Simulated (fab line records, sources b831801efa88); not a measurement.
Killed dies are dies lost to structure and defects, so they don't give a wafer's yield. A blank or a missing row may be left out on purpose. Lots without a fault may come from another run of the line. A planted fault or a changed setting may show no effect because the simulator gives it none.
Which tool did it? | flow gf180mcu | 12 lots, 36 wafers sampled, at 2 steps of a route of 602

WHAT THE GAUGES READ, wafer by wafer
GF_M3_THK_MEAS_06: measures by xrf.
lot  | measured     | on            | M3_ALCU_THK (nm)
L075 | day 20 16:38 | film_metro-04 | 449 451 452
L077 | day 21 12:20 | film_metro-01 | 453 456 451
L079 | day 22 08:14 | film_metro-04 | 450 448 446
L081 | day 22 22:59 | film_metro-03 | 440 445 442
L083 | day 23 16:51 | film_metro-03 | 448 452 449
L085 | day 24 13:33 | film_metro-03 | 445 447 444
L087 | day 25 04:03 | film_metro-03 | 447 446 452
L089 | day 25 12:40 | film_metro-04 | 449 454 448
L091 | day 26 05:13 | film_metro-03 | 440 441 445
L093 | day 26 21:28 | film_metro-03 | 447 449 457
L095 | day 27 10:36 | film_metro-01 | 455 454 456
L097 | day 28 06:05 | film_metro-01 | 444 447 449

WHICH TOOL RAN EACH LOT (tool, then ch and the chambers of the sampled wafers, then the start)
lot  | GF_M2_SPUTTER_00
L075 | pvd_sputter-01, day 18 11:36
L077 | pvd_sputter-04, day 19 07:34
L079 | pvd_sputter-04, day 20 05:07
L081 | pvd_sputter-02, day 20 19:27
L083 | pvd_sputter-02, day 21 14:39
L085 | pvd_sputter-04, day 22 12:16
L087 | pvd_sputter-02, day 23 04:32
L089 | pvd_sputter-01, day 23 13:30
L091 | pvd_sputter-04, day 24 07:27
L093 | pvd_sputter-02, day 25 00:21
L095 | pvd_sputter-01, day 25 13:22
L097 | pvd_sputter-04, day 26 09:26
- GF_M2_SPUTTER_00: material Ti, target thk 37.5 nm, time 150 s.

THE ANSWER, worked out from the rows above alone
Rule: what is usual is taken from the lots themselves. Put in order of their means at a reading, lots are off if they are a third of the lots or fewer, leave a main group of 4 or more, and stand apart from it by a gap of 3 or more times the standard deviation of the main group's means; of several such gaps the widest counts. A main group whose means are all the same, to the digits that the tables above print for the reading, isn't used. A lot without any number at a reading at which 4 lots or more have one is off too. The other lots that the step has rows for count as sound.
No lot is off at any reading shown: from this, nothing can be told.

WHAT THE SIMULATOR HAD PUT IN
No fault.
